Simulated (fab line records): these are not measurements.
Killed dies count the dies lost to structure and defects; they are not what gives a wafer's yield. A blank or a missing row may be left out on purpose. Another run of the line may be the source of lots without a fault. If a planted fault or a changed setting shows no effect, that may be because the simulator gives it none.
Struck lot and sound lot, side by side | flow gf180mcu | 14 out of 602 route steps
Sound: these wafers, L841.2, L841.5, L841.6. Wafers struck: L839.2, L839.5, L839.6. Last of all comes the cause.
Order at every step that has rows: each side's tool, ch and its chambers, its first start. Under that, the readings that differ: sound wafers | struck wafers | difference of the means | sigmas: that difference in standard deviations of wafers without a fault.
alike: readings whose means differ by less than 2 such deviations, and words and numbers that are the same on both sides. not compared: withheld readings, readings that some wafer has no value for, bounds like >300 that may hide the same value, and numbers for which the record gives no deviation and whose values overlap.
A row with sigmas, a row that says differs or no value, or rows on one side alone: a step with any of these is where the two part. Numbers that don't overlap but have no deviation are shown without sigmas and don't part them. A reading missing from all wafers of one side parts the sides only when that side holds two or more wafers.

first, 3 steps without rows for these wafers: GF_STI_EXPOSE_09 (exposes mask COMP, target cd 220 nm); GF_STI_PEB_10 (peb time 90 s); GF_STI_DEVELOP_11 (develop time 60 s).
GF_STI_CD_MEAS_12: the cd target is 220 nm.
  sound: cd_sem-02 at day 5 05:59; struck: cd_sem-01 at day 4 20:08
  alike: cd_nm
GF_STI_ETCH_13: etches the open film in CHF3/O2, stops on Si, target depth 282.31 nm, time 112.9 s.
  sound on rie_diel-02 ch 0,2,3, day 5 06:05; struck on rie_diel-01 ch 1,2, day 4 20:14
  alike: drypump_motor_current_A, oes_product_au, throttle_valve_pct
  not compared: rf_hours_counter_h
GF_STI_ETCH_14: etches Si in HBr/Cl2/O2, target depth 360 nm, time 102.9 s.
  sound on rie_si-01 ch 0,3, day 5 06:10; struck on rie_si-01 ch 0,3, day 4 20:19
  alike: drypump_motor_current_A, mfc_cl2_sccm, oes_product_au, throttle_valve_pct
  not compared: rf_hours_counter_h
GF_STI_STRIP_15: strips in O2/N2.
  sound on plasma_asher-02 ch 0,1, day 5 06:14; struck on plasma_asher-01 ch 0,1, day 4 20:23
  alike: drypump_motor_current_A, heater_power_w, oes_product_au, strip_time_to_endpoint_s
  not compared: rf_hours_counter_h
then, 5 steps without rows for these wafers: GF_STI_CLEAN_16 (cleans in dHF, time 25 s); GF_STI_WET_ETCH_17 (etches Si3N4 in H3PO4, target depth 45 nm, time 514 s); GF_STI_CLEAN_18 (cleans in SC1/SC2, time 150 s); GF_STI_CLEAN_19 (cleans in dHF, time 20 s); GF_STI_WET_ETCH_20 (etches SiO2 in dHF, target depth 20 nm, time 400 s).
GF_STI_OXIDATION_21: stabilise 600 s, purge 300 s, target thk 15 nm.
  struck on furnace-01, day 4 20:50; sound on furnace-02 ch 0, day 5 06:56
  no value came back on the struck wafers for ox_temp_c (C), ox_temp_c_max, spike_tc_bottom_C (C), zone_power_centre_pct (%); on the sound wafers ox_temp_c (C) reads 999.9 1000.3 1000.2
then, 1 step without rows for these wafers: GF_STI_CVD_23 (deposits SiO2, target thk 650 nm, time 108.3 s).

## WHERE THEY PART
GF_STI_OXIDATION_21 only, going by this record.

WHY: what the simulator had put in
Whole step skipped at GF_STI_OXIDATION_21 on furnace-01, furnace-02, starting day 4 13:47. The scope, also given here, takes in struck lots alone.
